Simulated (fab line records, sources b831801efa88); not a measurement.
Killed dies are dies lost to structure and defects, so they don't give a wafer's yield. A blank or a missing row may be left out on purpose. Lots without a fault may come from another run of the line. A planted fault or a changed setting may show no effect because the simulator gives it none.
Chamber matching | flow sky130 | SKY_POLY_GATE_ETCH_17 on rie_si-02: 4 sister chambers
The step etches poly-Si in HBr/Cl2, stops on SiO2, target depth 180 nm, time 70.5 s. 8 wafers are shown with their chamber, then 8 later ones without.

WAFERS WITH THEIR CHAMBER
wafer  | chamber | drypump_motor_current_A (A) | oes_product_au (a.u.)
L445.3 | 0       | 5.3                         | 0.997
L449.4 | 0       | 5.3                         | 0.984
L450.4 | 1       | 5.8                         | 0.977
L450.6 | 2       | 5.7                         | 0.993
L451.2 | 2       | 5.7                         | 0.989
L451.4 | 3       | 5.0                         | 0.995
L451.6 | 1       | 5.8                         | 0.993
L452.1 | 3       | 4.9                         | 0.985

WAFERS WITHOUT THEIR CHAMBER
wafer  | drypump_motor_current_A (A) | oes_product_au (a.u.)
L452.4 | 5.8                         | 0.979
L452.6 | 5.7                         | 0.990
L456.2 | 5.8                         | 0.989
L456.3 | 4.9                         | 0.987
L456.4 | 4.9                         | 0.984
L466.1 | 5.3                         | 0.978
L466.3 | 5.7                         | 0.999
L466.6 | 5.8                         | 0.988

WHICH CHAMBER EACH WENT THROUGH
wafer  | from the rows above | in truth
L452.4 | 1                   | 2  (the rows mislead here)
L452.6 | 2                   | 2
L456.2 | 1                   | 1
L456.3 | 3                   | 3
L456.4 | 3                   | 3
L466.1 | 0                   | 0
L466.3 | 2                   | 2
L466.6 | 1                   | 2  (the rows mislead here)
Placed correctly: 6 of 8. Can't be placed from these rows: 0. Placed wrongly: 2.
How it was worked out, from the rows above alone: a wafer's distance from a chamber is the root of the sum, over the readings, of the square of ((its reading less the chamber's mean) divided by the reading's scatter). The wafer belongs to the nearest chamber; if the next one is less than 2 further off, it can't be placed. A chamber's mean is the mean of its shown wafers. The scatter: the root of (the sum of the squares of (reading less its chamber's mean) over the shown wafers, divided by (wafers less chambers)).
